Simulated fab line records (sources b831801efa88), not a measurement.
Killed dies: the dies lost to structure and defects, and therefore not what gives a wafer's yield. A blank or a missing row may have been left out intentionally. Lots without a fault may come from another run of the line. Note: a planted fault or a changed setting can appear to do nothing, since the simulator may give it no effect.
Which tool did it?    flow sky130    33 wafers from 11 lots sampled at 2 of the route's 708 steps

== WHAT THE GAUGES SHOWED, per wafer ==
SKY_NWELL_RS_MEAS_29: the measuring method here is four-point-probe.
lot   measured      on             NWELL_RS (ohm/sq)
L427  day 5 06:56   film-metro-02  623.9 624.2 623.1
L431  day 6 06:26   film-metro-02  626.1 626.3 624.2
L433  day 6 19:39   film-metro-03  626.5 624.4 623.8
L436  day 7 10:32   film-metro-01  635.9 637.2 636.7
L438  day 7 23:32   film-metro-03  632.1 632.9 632.9
L439  day 8 08:56   film-metro-03  624.8 627.1 626.5
L445  day 9 20:46   film-metro-01  627.2 625.4 625.7
L446  day 10 09:05  film-metro-03  625.0 623.3 625.0
L448  day 10 15:35  film-metro-01  628.4 626.1 625.6
L449  day 10 23:34  film-metro-01  626.4 626.2 627.8
L450  day 11 04:14  film-metro-03  622.2 621.9 621.9

== WHICH TOOL RAN EACH LOT (tool, then ch and the chambers of the sampled wafers, then the start) ==
lot   SKY_NWELL_IMPLANT_11
L427  implanter-04 ch 0, day 4 11:58
L431  implanter-03 ch 0, day 5 12:51
L433  implanter-04 ch 0, day 6 00:31
L436  implanter-04 ch 0, day 6 14:08
L438  implanter-04 ch 0, day 7 02:50
L439  implanter-02 ch 0, day 7 11:50
L445  implanter-02 ch 0, day 8 22:34
L446  implanter-02 ch 0, day 9 10:32
L448  implanter-03 ch 0, day 9 17:53
L449  implanter-02 ch 0, day 10 00:53
L450  implanter-03 ch 0, day 10 05:11
- SKY_NWELL_IMPLANT_11

== THE ANSWER, worked out from the rows above alone ==
Rule: what is usual is taken from the lots themselves. Put in order of their means at a reading, lots are off if they are a third of the lots or fewer, leave a main group of 4 or more, and stand apart from it by a gap of 3 or more times the standard deviation of the main group's means; of several such gaps the widest counts. The tables above print the reading to a certain number of digits; a main group whose means all agree to those digits is not used. A lot without any number at a reading at which 4 lots or more have one is off too. The other lots that the step has rows for count as sound.
Off: at SKY_NWELL_RS_MEAS_29 (NWELL_RS), L436, L438. For the main group the mean is 625.1 ohm/sq and the standard deviation 1.5.
If a tool, at a process step before that reading, ran all the lots that are off and no sound lot after the first of them, it fits. Gauges at SKY_NWELL_RS_MEAS_29: tried the same way as those tools. One fits: implanter-04 at SKY_NWELL_IMPLANT_11. A fault onset in the window from L433 (day 6 00:31, its last sound lot) to L436 (day 6 14:08, its first lot off) fits.

== WHAT THE SIMULATOR HAD INSERTED ==
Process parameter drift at SKY_NWELL_IMPLANT_11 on implanter-04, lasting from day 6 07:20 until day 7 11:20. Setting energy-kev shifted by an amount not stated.
Struck lots among those shown: L436, L438. The rule above reached the same finding.
